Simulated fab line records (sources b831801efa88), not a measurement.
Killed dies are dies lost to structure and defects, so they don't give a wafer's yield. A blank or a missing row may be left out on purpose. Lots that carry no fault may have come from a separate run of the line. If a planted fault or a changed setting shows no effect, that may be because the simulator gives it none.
Check for tools in common	flow gf180mcu	Sampled: 14 lots, 42 wafers

== REASON FOR OPENING ==
2 of 14 lots carry a flag on the reading DNWELL_TW at GF_DNWELL_TW_MEAS_09. Wafers without a fault read 1353, standard deviation 7.9.
Rule: a lot is flagged when every wafer of it that has a number lies more than 4 standard deviations from that mean, or none has a number. As for the other lots, they are considered sound.

lot	measured	on	DNWELL_TW, wafer by wafer	flag
L410	day 3 00:08	film metro-02	1352 1337 1345	
L411	day 3 04:30	film metro-01	1352 1356 1356	
L412	day 3 11:12	film metro-04	1369 1362 1367	
L413	day 3 16:05	film metro-02	1354 1358 1351	
L420	day 5 04:29	film metro-02	1217 1227 1228	FLAGGED
L421	day 5 10:35	film metro-01	1225 1221 1213	FLAGGED
L422	day 5 16:22	film metro-02	1361 1361 1351	
L423	day 5 20:18	film metro-01	1360 1353 1357	
L424	day 6 02:23	film metro-02	1352 1363 1358	
L425	day 6 06:09	film metro-01	1341 1346 1354	
L426	day 6 13:56	film metro-01	1355 1346 1348	
L427	day 6 18:14	film metro-04	1371 1371 1373	
L429	day 7 05:33	film metro-02	1339 1346 1348	
L432	day 7 20:44	film metro-01	1343 1344 1341	
On average the flagged lots' numbers are 1222, which is -131 against the usual, or -17 standard deviations.

== EACH LOT AND THE TOOL IT RAN ON ==
The record keeps 1 process step preceding the reading, out of 602 steps on the route. Cell contents, in order: the tool; ch with the chambers the sampled wafers went through; the start.
lot	flag	GF_DNWELL_IMPLANT_07
L410		implanter-04 ch 0, day 2 23:53
L411		implanter-01 ch 0, day 3 04:16
L412		implanter-01 ch 0, day 3 10:57
L413		implanter-01 ch 0, day 3 15:50
L420	FLAGGED	implanter-04 ch 0, day 5 04:14
L421	FLAGGED	implanter-04 ch 0, day 5 10:20
L422		implanter-01 ch 0, day 5 16:10
L423		implanter-01 ch 0, day 5 20:04
L424		implanter-01 ch 0, day 6 02:08
L425		implanter-01 ch 0, day 6 05:54
L426		implanter-01 ch 0, day 6 13:41
L427		implanter-01 ch 0, day 6 17:59
L429		implanter-03 ch 0, day 7 05:18
L432		implanter-03 ch 0, day 7 20:29
These steps, and what they do:
- GF_DNWELL_IMPLANT_07
- GF_DNWELL_TW_MEAS_09

== FLAGGED AGAINST TOTAL, ONE TOOL AT A TIME (gauges that did the reading follow at the end) ==
step	tool	lots run	flagged	share of the flagged lots	sound lots run after its first flagged lot
GF_DNWELL_IMPLANT_07	implanter-01	9	0	none	-
GF_DNWELL_IMPLANT_07	implanter-03	2	0	none	-
GF_DNWELL_IMPLANT_07	implanter-04	3	2	all	0
GF_DNWELL_TW_MEAS_09	film metro-01	6	1	some	4 (L423,L425,L426,L432)
GF_DNWELL_TW_MEAS_09	film metro-02	6	1	some	3 (L422,L424,L429)
GF_DNWELL_TW_MEAS_09	film metro-04	2	0	none	-

== THE TABLE: WHAT IT ALLOWS ==
In the table, 1 row covers all flagged lots: implanter-04 at GF_DNWELL_IMPLANT_07.
- implanter-04 at GF_DNWELL_IMPLANT_07 ran 3 lots, 2 of them flagged. It ran its last sound lot, L410, at day 2 23:53 and its first flagged lot, L420, at day 5 04:14: a fault with its onset between the two fits. Its own readings (dose ions cm2, faraday current uA) fall more than 4 standard deviations out on all wafers of the flagged lots.
One tool is left: implanter-04 at GF_DNWELL_IMPLANT_07.

== WHAT THE SIMULATOR HAD PUT IN ==
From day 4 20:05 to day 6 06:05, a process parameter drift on implanter-04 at GF_DNWELL_IMPLANT_07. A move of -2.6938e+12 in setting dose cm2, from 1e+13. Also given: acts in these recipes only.
Lots struck among those shown: L420, L421. The rule above reached the same finding.
